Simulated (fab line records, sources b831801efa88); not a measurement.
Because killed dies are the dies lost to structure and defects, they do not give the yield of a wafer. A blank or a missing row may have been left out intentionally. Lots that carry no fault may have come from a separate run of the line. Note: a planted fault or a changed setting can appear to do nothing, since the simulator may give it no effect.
Which of the tools did it? | flow sky130 | 12 lots (36 wafers sampled), 1 step of a 708-step route

== WHAT THE GAUGES SHOWED, per wafer ==
SKY_VIA1_BOW_MEAS_03.
lot  | measured     | on            | VIA1_BOW (um)
L671 | day 34 09:44 | film-metro-02 | 84 84 84
L673 | day 34 20:27 | film-metro-03 | 70 81 82
L672 | day 34 20:40 | film-metro-02 | 77 85 75
L674 | day 35 05:17 | film-metro-03 | 75 86 82
L683 | day 38 10:36 | film-metro-02 | 80 71 85
L684 | day 38 16:54 | film-metro-02 | 75 88 86
L685 | day 39 07:07 | film-metro-02 | 78 89 99
L689 | day 39 22:20 | film-metro-02 | 75 64 83
L688 | day 40 00:52 | film-metro-02 | 74 86 82
L691 | day 40 10:52 | film-metro-03 | 95 86 68
L692 | day 40 17:27 | film-metro-01 | 87 84 79
L694 | day 41 01:28 | film-metro-03 | 85 93 74

== TOOL THAT RAN EACH LOT (tool first, then ch and the chambers of the sampled wafers, then the start) ==
The record shows no process step preceding these readings.

== WHAT THE TOOLS THEMSELVES READ (means of the sampled wafers that have a number; where no wafer has one, the mark that the record gives instead) ==
The record holds no such reading with a usual standard deviation.

== THE ANSWER, worked out from the rows above alone ==
Rule: the lots themselves supply what counts as usual. Put in order of their means at a reading, lots are off if they are a third of the lots or fewer, leave a main group of 4 or more, and stand apart from it by a gap of 3 or more times the standard deviation of the main group's means; of several such gaps the widest counts. If all means in a main group match to the digits the tables above print for the reading, that group is not used. Also off: a lot with no number at a reading for which 4 or more lots have one. Any other lot the step has rows for is counted as sound. Order of review: gauges by route order, followed by the tools' own readings, for which a lot's mean as printed above is used. At the first step where some lot is off, the reading lying furthest off is the one used; lots without a number count as furthest.
Across all readings shown, no lot is off: no conclusion can be drawn from this.

== WHAT THE SIMULATOR HAD INSERTED ==
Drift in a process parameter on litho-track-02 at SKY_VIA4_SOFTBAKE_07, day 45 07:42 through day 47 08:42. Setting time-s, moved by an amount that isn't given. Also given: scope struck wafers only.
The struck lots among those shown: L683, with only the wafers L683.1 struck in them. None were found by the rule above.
